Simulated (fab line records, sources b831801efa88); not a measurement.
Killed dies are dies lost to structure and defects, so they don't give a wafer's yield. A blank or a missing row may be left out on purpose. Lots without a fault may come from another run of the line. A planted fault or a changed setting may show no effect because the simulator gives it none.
One fault seen from 2 desks | flow sky130 | each desk has only its own numbers; what lay behind them comes last

THE METROLOGY DESK
What the gauges read, lot by lot, whatever tool the lot ran on: means of the sampled wafers that have a number. A lot is out of limits, marked OUT, if its mean lies more than 4 standard deviations from the usual mean; the brackets give that distance.
Columns: A = GATE_OXIDE_OVL at SKY_GATE_OXIDE_OVL_MEAS_10, usual 0.5 nm; B = LDD_N_OVL at SKY_LDD_N_OVL_MEAS_07, usual 0.5 nm; C = LDD_HVN_TW at SKY_LDD_HVN_TW_MEAS_10, usual 1435
lot  | first seen here | A    | B    | C
L994 | day 13 05:43    | 2.9  | -2.8 | 1444
L995 | day 13 19:17    | -1.9 | 0.1  | 1418
L997 | day 14 15:43    | -0.1 | 2.2  | 1434
L999 | day 15 20:53    | 2.4  | 1.0  | 1436
L100 | day 16 06:34    | -0.9 | 2.1  | 1439
L102 | day 17 01:22    | 0.9  | 0.7  | 1435
L103 | day 17 05:25    | -0.6 | 0.2  | 1421
L105 | day 17 10:31    | 0.8  | -0.3 | 1431
L109 | day 19 02:28    | -2.0 | -1.8 | 1377 (-5.9) OUT
L111 | day 19 12:22    | -1.8 | 0.8  | 1380 (-5.6) OUT
L114 | day 21 16:35    | 2.2  | 0.3  | 1440
L116 | day 22 10:07    | 0.2  | 3.2  | 1438
L117 | day 22 12:01    | 1.3  | -0.9 | 1418
This desk's finding: out of limits on L109, L111; first on L109, day 25 18:43 (LDD_HVN_TW at SKY_LDD_HVN_TW_MEAS_10). In limits: L994, L995, L997, L999, L100, L102, L103, L105, L114, L116, L117.

THE TOOL OWNER'S DESK: implanter-03
The tool's own readings at SKY_LDD_HVN_IMPLANT_08: means of the sampled wafers that have a number, for each lot that ran on this tool. A lot is out of limits, marked OUT, if its mean lies more than 4 standard deviations from the usual mean; the brackets give that distance.
Columns: A = faraday_current_uA at SKY_LDD_HVN_IMPLANT_08, usual 169
lot  | first seen here | A
L994 | day 19 15:48    | 173
L995 | day 20 06:40    | 170
L102 | day 23 17:45    | 170
L103 | day 24 00:48    | 167
L109 | day 25 18:28    | 169
L111 | day 26 01:43    | 168
This desk's finding: nothing out of limits on any of the 6 lots.

PUT TOGETHER
The metrology desk could have raised an alarm at day 25 18:43, on L109, L111.
The tool owner's desk saw nothing out of limits.
The tool owner's desk has L109, L111 on record, within its limits.
Of the lots named, all ran SKY_LDD_HVN_IMPLANT_08 on implanter-03.

WHAT THE SIMULATOR HAD PUT IN
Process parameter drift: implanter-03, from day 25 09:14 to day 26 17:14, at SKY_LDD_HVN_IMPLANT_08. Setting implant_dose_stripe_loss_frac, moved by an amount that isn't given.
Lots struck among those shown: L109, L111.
Hours from the fault's start to each desk's first reading out of limits: the metrology desk, 9.
